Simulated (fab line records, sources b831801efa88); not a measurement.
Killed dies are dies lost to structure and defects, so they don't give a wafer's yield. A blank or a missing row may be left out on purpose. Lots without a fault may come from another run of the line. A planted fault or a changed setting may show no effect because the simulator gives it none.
Which tool did it? | flow sky130 | 10 lots, 30 wafers sampled, at 5 steps of a route of 708

WHAT THE GAUGES READ, wafer by wafer
SKY_CAPM_RS_MEAS_03: measures by four-point-probe.
lot  | measured     | on            | CAPM_TIN_RS (ohm/sq)
L894 | day 36 21:33 | film_metro-02 | 6.59 6.59 6.60
L897 | day 38 13:15 | film_metro-01 | 6.77 6.76 6.75
L900 | day 39 12:13 | film_metro-01 | 6.62 6.63 6.65
L901 | day 39 19:22 | film_metro-04 | 6.67 6.67 6.67
L902 | day 39 19:59 | film_metro-02 | 6.86 6.84 6.90
L906 | day 40 23:03 | film_metro-04 | 6.57 6.63 6.60
L907 | day 41 01:17 | film_metro-04 | 6.69 4.95 4.98
L908 | day 41 06:34 | film_metro-01 | 6.80 6.77 5.00
L910 | day 41 20:34 | film_metro-04 | 4.95 4.98 6.66
L914 | day 43 02:52 | film_metro-02 | 6.70 6.61 6.74

WHICH TOOL RAN EACH LOT (tool, then ch and the chambers of the sampled wafers, then the start)
lot  | SKY_METAL2_STRIP_20                  | SKY_VIA2_ETCH_15                   | SKY_VIA2_CMP_24               | SKY_CAPM_SPUTTER_02
L894 | plasma_asher-03 ch 1, day 35 15:41   | rie_diel-04 ch 0,1,2, day 36 19:51 | cmp-01 ch 1,2, day 36 20:53   | pvd_sputter-03, day 36 21:26
L897 | plasma_asher-02 ch 0,1, day 37 08:20 | rie_diel-01 ch 0,1, day 38 11:32   | cmp-02 ch 0,1,2, day 38 12:42 | pvd_sputter-03, day 38 13:08
L900 | plasma_asher-03 ch 0,1, day 38 07:47 | rie_diel-04 ch 1,2,3, day 39 10:13 | cmp-01 ch 0,1,2, day 39 11:34 | pvd_sputter-04, day 39 12:07
L901 | plasma_asher-02 ch 0,1, day 38 14:41 | rie_diel-04 ch 0,2, day 39 17:10   | cmp-01 ch 1,3, day 39 18:46   | pvd_sputter-03, day 39 19:16
L902 | plasma_asher-02 ch 1, day 38 16:41   | rie_diel-04 ch 0,1,3, day 39 18:10 | cmp-02 ch 2,3, day 39 19:19   | pvd_sputter-03, day 39 19:51
L906 | plasma_asher-03 ch 0,1, day 39 20:04 | rie_diel-03 ch 1,2,3, day 40 21:21 | cmp-01 ch 0,1,3, day 40 22:25 | pvd_sputter-04, day 40 22:56
L907 | plasma_asher-04 ch 0,1, day 39 22:05 | rie_diel-03 ch 1,2,3, day 40 23:35 | cmp-02 ch 1,3, day 41 00:40   | pvd_sputter-03, day 41 01:09
L908 | plasma_asher-03 ch 0,1, day 40 03:56 | rie_diel-04 ch 0,1,3, day 41 04:53 | cmp-02 ch 1,2,3, day 41 05:58 | pvd_sputter-03, day 41 06:27
L910 | plasma_asher-02 ch 0,1, day 40 17:50 | rie_diel-01 ch 1,2, day 41 18:52   | cmp-01 ch 0,3, day 41 19:58   | pvd_sputter-03, day 41 20:28
L914 | plasma_asher-04 ch 0,1, day 42 00:25 | rie_diel-01 ch 0,1,3, day 43 01:10 | cmp-01 ch 0,1,2, day 43 02:11 | pvd_sputter-02, day 43 02:43
- SKY_METAL2_STRIP_20: strips in O2/N2.
- SKY_VIA2_ETCH_15: etches SiO2 in C4F8/O2/Ar, stops on TiN, target depth 546 nm, time 84 s.
- SKY_VIA2_CMP_24: polishes, stops on SiO2, t overpolish 20 s, target thk 0 nm.
- SKY_CAPM_SPUTTER_02: material TiN, target thk 200 nm, time 166.7 s.

THE ANSWER, worked out from the rows above alone
Rule: what is usual is taken from the lots themselves. Put in order of their means at a reading, lots are off if they are a third of the lots or fewer, leave a main group of 4 or more, and stand apart from it by a gap of 3 or more times the standard deviation of the main group's means; of several such gaps the widest counts. A main group whose means are all the same, to the digits that the tables above print for the reading, isn't used. A lot without any number at a reading at which 4 lots or more have one is off too. The other lots that the step has rows for count as sound.
Off: L907, L908, L910, at SKY_CAPM_RS_MEAS_03 (CAPM_TIN_RS). The main group: mean 6.69 ohm/sq, standard deviation 0.09.
A tool fits if, at a process step before that reading, it ran every lot that is off, and no sound lot after the first of them. The gauges at SKY_CAPM_RS_MEAS_03 are tried like those tools. One fits: pvd_sputter-03 at SKY_CAPM_SPUTTER_02. Its last sound lot is L902 (day 39 19:51), its first lot that is off L907 (day 41 01:09): a fault that began between those two fits.

WHAT THE SIMULATOR HAD PUT IN
Process parameter drift: pvd_sputter-03, from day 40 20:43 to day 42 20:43, at SKY_CAPM_SPUTTER_02. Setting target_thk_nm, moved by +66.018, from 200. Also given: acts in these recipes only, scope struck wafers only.
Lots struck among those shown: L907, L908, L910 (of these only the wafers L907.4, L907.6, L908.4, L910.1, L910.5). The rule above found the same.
